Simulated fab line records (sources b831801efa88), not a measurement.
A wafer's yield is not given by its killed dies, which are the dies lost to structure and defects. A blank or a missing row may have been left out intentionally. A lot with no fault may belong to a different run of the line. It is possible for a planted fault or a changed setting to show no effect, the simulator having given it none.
Split-lot study + flow gf180mcu + 23 wafers read across 5 lots, on a route 602 steps long

== ON THE SPLIT ==
At GF_M1_COAT_09 (resist thk 1000 nm), the setting resistThkNm was moved away from the recipe's 1000 nm on 5 of the 23 wafers read, by -5.0% to +3.9%. This setting was run at the recipe's value on the other wafers.

The reading is taken at the split's own step.

== THE READING ==
KrF_of_M1_COAT_09.thkNm (the simulator's own value, which no gauge read), in nm, at GF_M1_COAT_09 (resist thk 1000 nm). The file does not state a usual value for it. Here, 18 wafers ran the recipe; their average is 997.0 nm with a standard deviation of 2.2 nm.

| wafer  | tool, chamber at the split | resistThkNm as run, nm | against the recipe | KrF_of_M1_COAT_09.thkNm, nm | against lot-mates on the recipe |
|--------|----------------------------|------------------------|--------------------|-----------------------------|---------------------------------|
| L076.2 | lithoTrack-04, 0           | 1000                   | recipe             | 999.3                       | -                               |
| L076.3 | lithoTrack-04, 0           | 1000                   | recipe             | 999.3                       | -                               |
| L076.4 | lithoTrack-04, 0           | 1000                   | recipe             | 1002                        | -                               |
| L077.1 | lithoTrack-02, 0           | 1000                   | recipe             | 995.7                       | -                               |
| L077.2 | lithoTrack-02, 0           | 1000                   | recipe             | 996.3                       | -                               |
| L077.3 | lithoTrack-02, 0           | 1000                   | recipe             | 999                         | -                               |
| L077.4 | lithoTrack-02, 0           | 1000                   | recipe             | 1001                        | -                               |
| L077.5 | lithoTrack-02, 0           | 1000                   | recipe             | 995.4                       | -                               |
| L080.1 | lithoTrack-02, 0           | 1000                   | recipe             | 996                         | -                               |
| L080.2 | lithoTrack-02, 0           | 949.8                  | -5.0%              | 948.6                       | -48.1                           |
| L080.3 | lithoTrack-02, 0           | 1000                   | recipe             | 997.5                       | -                               |
| L080.4 | lithoTrack-02, 0           | 949.8                  | -5.0%              | 946.4                       | -50.4                           |
| L080.6 | lithoTrack-02, 0           | 949.8                  | -5.0%              | 950.5                       | -46.2                           |
| L082.1 | lithoTrack-04, 0           | 1000                   | recipe             | 995.1                       | -                               |
| L082.2 | lithoTrack-04, 0           | 1000                   | recipe             | 994.9                       | -                               |
| L082.3 | lithoTrack-04, 0           | 1000                   | recipe             | 998.2                       | -                               |
| L082.4 | lithoTrack-04, 0           | 1039                   | +3.9%              | 1038                        | +41.9                           |
| L082.6 | lithoTrack-04, 0           | 1039                   | +3.9%              | 1036                        | +39.9                           |
| L083.2 | lithoTrack-02, 0           | 1000                   | recipe             | 994.8                       | -                               |
| L083.3 | lithoTrack-02, 0           | 1000                   | recipe             | 995.6                       | -                               |
| L083.4 | lithoTrack-02, 0           | 1000                   | recipe             | 994.5                       | -                               |
| L083.5 | lithoTrack-02, 0           | 1000                   | recipe             | 997.2                       | -                               |
| L083.6 | lithoTrack-02, 0           | 1000                   | recipe             | 994.6                       | -                               |

THE FIT
A straight line over all 23 wafers: KrF_of_M1_COAT_09.thkNm changes by +9.85 nm for each +1% of resistThkNm; r = +0.99; the points scatter about the line by 2.2 nm.
The same after taking each lot's own level away (the mean of its wafers on the recipe; 23 wafers): +9.89 nm for each +1%; r = +1.00; scatter 1.8 nm.
That fit puts the effect of the largest move of resistThkNm on the reading at 50 nm.
Across the lots, their own levels run from 995.34 to 1000.20 nm, a range of 2.2 times the standard deviation given above.
Consequently the slope shifts little with the lot-to-lot level, the two slopes agreeing.
Check: for one of the wafers moved furthest among these (-5.0%), held out of the fit, the line's prediction against its lot-mates is -49.7 nm. Against them it came out at -48.1 nm.

== ADDITIONAL SPLITS CARRIED BY THESE WAFERS ==
These wafers also went through other splits before the reading. Each is held against what the fit with the lots' levels taken away leaves over:
| other split on the same wafers | wafers away from the commonest value | r with KrF_of_M1_COAT_09.thkNm (lot level and that fit taken away) |
|--------------------------------|--------------------------------------|--------------------------------------------------------------------|
| GF_SALICIDE_SPUTTER_03 timeS   | 8                                    | -0.01                                                              |
| GF_CONTACT_CVD_00 sih4FlowSccm | 5                                    | -0.19                                                              |
| GF_CONTACT_CVD_24 tempC        | 8                                    | +0.20                                                              |

== THE WHOLE CHAIN: every reading that the file lists as answering this split, in the file's order ==
| step           | what it does       | reading                                                                  | change (the file's fit)              | r (the file's) |
|----------------|--------------------|--------------------------------------------------------------------------|--------------------------------------|----------------|
| GF_M1_COAT_09  | resist thk 1000 nm | KrF_of_M1_COAT_09.thkNm (the simulator's own value, which no gauge read) | +9.97 nm for each +1% of the setting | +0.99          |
| GF_M1_STRIP_17 | strips in O2/N2    | stripTimeToEndpointS                                                     | withheld for each +1% of the setting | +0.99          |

== FILE'S OWN FIT ==
KrF_of_M1_COAT_09.thkNm changes by +9.97 nm for each +1% of resistThkNm, r = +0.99.
